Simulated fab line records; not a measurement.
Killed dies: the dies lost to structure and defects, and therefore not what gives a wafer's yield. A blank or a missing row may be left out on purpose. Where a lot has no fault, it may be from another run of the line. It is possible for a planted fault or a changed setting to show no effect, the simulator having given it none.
Lot-split experiment | flow sky130 | 23 wafers read across 5 lots, on a route 708 steps long

THE SPLIT ITSELF
At SKY_METAL3_METAL_ETCH_18 (etches the open film in Cl2/BCl3, stops on SiO2, target depth 845 nm, time 183.1 s), the setting timeS was moved away from the recipe's 183.1 s on 7 of the 23 wafers read, by -13.8% to +4.0%. This setting was run at the recipe's value on the other wafers.

The reading comes from the split's own step.

THE READING
oesProductAu, in a.u., at SKY_METAL3_METAL_ETCH_18 (etches the open film in Cl2/BCl3, stops on SiO2, target depth 845 nm, time 183.1 s). Fault-free wafers of this fab line usually give 0.867 a.u., standard deviation 0.0056 a.u.

wafer  | tool, chamber at the split | timeS as run, s | against the recipe | oesProductAu, a.u. | against lot-mates on the recipe
L077.1 | rieMetal-01, 0             | 183.1           | recipe             | 0.862              | -
L077.2 | rieMetal-01, 1             | 183.1           | recipe             | 0.868              | -
L077.3 | rieMetal-01, 0             | 183.1           | recipe             | 0.872              | -
L077.4 | rieMetal-01, 1             | 168.1           | -8.2%              | 0.903              | +0.036
L077.6 | rieMetal-01, 1             | 168.1           | -8.2%              | 0.908              | +0.041
L078.2 | rieMetal-03, 0             | 157.8           | -13.8%             | 0.947              | +0.080
L078.3 | rieMetal-03, 1             | 157.8           | -13.8%             | 0.949              | +0.082
L078.4 | rieMetal-03, 0             | 157.8           | -13.8%             | 0.954              | +0.087
L078.5 | rieMetal-03, 0             | 183.1           | recipe             | 0.871              | -
L078.6 | rieMetal-03, 1             | 183.1           | recipe             | 0.864              | -
L080.2 | rieMetal-01, 1             | 183.1           | recipe             | 0.862              | -
L080.4 | rieMetal-01, 0             | 183.1           | recipe             | 0.872              | -
L080.5 | rieMetal-01, 0             | 183.1           | recipe             | 0.868              | -
L083.1 | rieMetal-01, 1             | 183.1           | recipe             | 0.864              | -
L083.2 | rieMetal-01, 0             | 183.1           | recipe             | 0.874              | -
L083.3 | rieMetal-01, 0             | 190.4           | +4.0%              | 0.861              | -0.008
L083.4 | rieMetal-01, 1             | 183.1           | recipe             | 0.870              | -
L083.5 | rieMetal-01, 0             | 190.4           | +4.0%              | 0.856              | -0.013
L084.1 | rieMetal-02, 0             | 183.1           | recipe             | 0.865              | -
L084.2 | rieMetal-02, 0             | 183.1           | recipe             | 0.866              | -
L084.3 | rieMetal-02, 0             | 183.1           | recipe             | 0.865              | -
L084.4 | rieMetal-02, 0             | 183.1           | recipe             | 0.862              | -
L084.6 | rieMetal-02, 0             | 183.1           | recipe             | 0.870              | -

THE FIT
A straight line over all 23 wafers: oesProductAu changes by -0.00549 a.u. for each +1% of timeS; r = -0.98; the points scatter about the line by 0.0062 a.u.
The same after taking each lot's own level away (the mean of its wafers on the recipe; 23 wafers): -0.00551 a.u. for each +1%; r = -0.98; scatter 0.0058 a.u.
According to that fit, moving timeS by its largest amount changes the reading by 0.076 a.u.
From 0.8656 to 0.8693 a.u.: that is the span of the lots' own levels, equal to 0.7 times the standard deviation above.
Hence the lot-to-lot level has little effect on the slope; both slopes agree.
Check: +0.0766 a.u. against its lot-mates is what the line predicts for one of the wafers moved furthest among these (-13.8%) when that wafer is left out of the fit. Against them it came out at +0.0795 a.u.
Tool readings at the split's step, against how far the setting was moved: oesProductAu r = -0.98.

THESE WAFERS: OTHER SPLITS
Before the reading, these wafers also passed through other splits. Each is held against what the fit with the lots' levels taken away leaves over:
other split on the same wafers        | wafers away from the commonest value | r with oesProductAu (lot level and that fit taken away)
SKY_METAL2_SPUTTER_01 timeS           | 11                                   | +0.19
SKY_VIA2_DEVELOP_11 devTempC          | 10                                   | +0.26
SKY_VIA2_SPUTTER_20 chamberPressurePa | 15                                   | +0.11
SKY_METAL3_SPUTTER_03 timeS           | 8                                    | -0.51
SKY_METAL3_COAT_08 spinRpm            | 7                                    | +0.01

THE WHOLE CHAIN: every reading that the file lists as answering this split, in the file's order
step                     | what it does                                                                       | reading                                                                            | change (the file's fit)                   | r (the file's)
SKY_METAL3_METAL_ETCH_18 | etches the open film in Cl2/BCl3, stops on SiO2, target depth 845 nm, time 183.1 s | oesProductAu                                                                       | -0.00546 a.u. for each +1% of the setting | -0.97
SKY_METAL3_METAL_ETCH_18 | etches the open film in Cl2/BCl3, stops on SiO2, target depth 845 nm, time 183.1 s | KrF-thick_of_METAL3_COAT_08.thkNm (the simulator's own value, which no gauge read) | -5.63 nm for each +1% of the setting      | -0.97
SKY_METAL3_STRIP_19      | strips in O2/N2                                                                    | stripTimeToEndpointS                                                               | withheld for each +1% of the setting      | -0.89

THE FILE'S OWN FIT
oesProductAu changes by -0.00546 a.u. for each +1% of timeS, r = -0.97.
